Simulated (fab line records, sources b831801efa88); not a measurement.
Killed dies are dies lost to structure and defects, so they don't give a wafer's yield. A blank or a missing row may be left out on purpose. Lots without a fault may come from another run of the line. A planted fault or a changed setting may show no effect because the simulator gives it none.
Problem report in the 8D (eight disciplines) form, filled by code | flow gf180mcu | the parts of the form that need people (team, actions taken, sign-off) are left out

1. THE PROBLEM
PASSIVATION_CVD_00_THK at GF_PASSIVATION_THK_MEAS_01 reads a mean of 652 nm on 5 wafers of 2 lots; wafers without a fault read 996 nm with a standard deviation of 12. That is -29 standard deviations from the usual mean.
First seen on wafer L635.1, day 29 07:35, on film_metro-02. The record holds 33 wafers of 11 lots with a number at this step. Rule for "out", or "out of limits": more than 4 standard deviations from the usual mean. The other wafers with a number count as sound.

2. WHAT IT IS AND WHAT IT IS NOT
question                    | is                                     | is not
which readings at this step | PASSIVATION_CVD_00_THK                 | -
which lots                  | L635, L636                             | L632, L633, L634, L638, L647, L648, L651, L652, L654
which wafers of those lots  | L635.1, L635.2, L635.3, L636.2, L636.3 | L636.5
read on which gauges        | film_metro-01, film_metro-02           | film_metro-04
when                        | from day 29 07:35                      | up to then (9 sound wafers); but 19 sound wafers of L636, L638, L647, L648, L651, L652, L654 came after

3. SUSPECTS, AND WHAT RULES EACH OUT
Counting: a tool at a process step up to the reading stays a suspect if it ran every lot that is out. Sound lots after the first of them don't rule it out here, since some wafers of a struck lot are sound.
- the gauge at GF_PASSIVATION_THK_MEAS_01: ruled out. The wafers that are out were read on 2 gauges (film_metro-01, film_metro-02).
- rie_diel-03 at GF_V3_ETCH_17 (etches SiO2 in C4F8/O2/Ar, stops on TiN, target depth 635 nm): kept. It ran every lot that is out, first L635 (day 23 19:39). GF_V3_ETCH_17 gives no start for some lots, so the hours and the order of its lots are those of GF_M4_SPUTTER_01.
- pecvd-02 at GF_PASSIVATION_CVD_00 (deposits SiO2 from TEOS, target thk 1000 nm, time 111.95 s): kept. It ran every lot that is out, first L635 (day 29 07:30); its last sound lot up to then is L634 (day 29 01:16).
Left after counting: rie_diel-03 at GF_V3_ETCH_17, pecvd-02 at GF_PASSIVATION_CVD_00.

4. THE CAUSE (what the simulator had put in)
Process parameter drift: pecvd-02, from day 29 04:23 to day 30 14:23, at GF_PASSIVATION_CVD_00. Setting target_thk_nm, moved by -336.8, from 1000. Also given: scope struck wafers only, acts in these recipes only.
Counting left 2 suspects, and this tool is among them.

5. THE CHAIN OF EFFECTS, in route order
Each row: a reading whose mean over the struck wafers that have a number lies more than 3 standard deviations from the usual. Only readings for which the record gives a usual standard deviation are gone through. hours: the time from each lot's start at the first step in this table that gives one to its start at this step, as a median over the lots. sigmas: the change in usual standard deviations.
hours | step                       | reading                | usual      | on struck wafers | change | sigmas
0     | GF_PASSIVATION_THK_MEAS_01 | PASSIVATION_CVD_00_THK | 996 nm     | 652              | -344   | -29
19    | GF_PASSIVATION_ETCH_11     | oes_product_au         | 0.964 a.u. | 0.843            | -0.121 | -17
19    | GF_PASSIVATION_ETCH_11     | throttle_valve_pct     | 5.961 %    | 5.922            | -0.039 | -4.2
The process steps in it:
- GF_PASSIVATION_ETCH_11: etches the open film in CF4/O2, stops on TiN, target depth 1800 nm, time 400 s.

6. WHAT WOULD HAVE CAUGHT IT SOONER
In this record the first reading out of limits at a measuring or inspecting step was taken at day 29 07:35, 3 hours after the fault began at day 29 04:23.
Of the tool readings at GF_PASSIVATION_CVD_00 for which the record gives a usual standard deviation, none was out on any struck wafer, so an alarm limit of 4 standard deviations on them would not have fired.
Of the lots that are out (2), L636 began GF_PASSIVATION_CVD_00 on pecvd-02 after day 29 07:35. A hold on the tool at that time would have spared it.
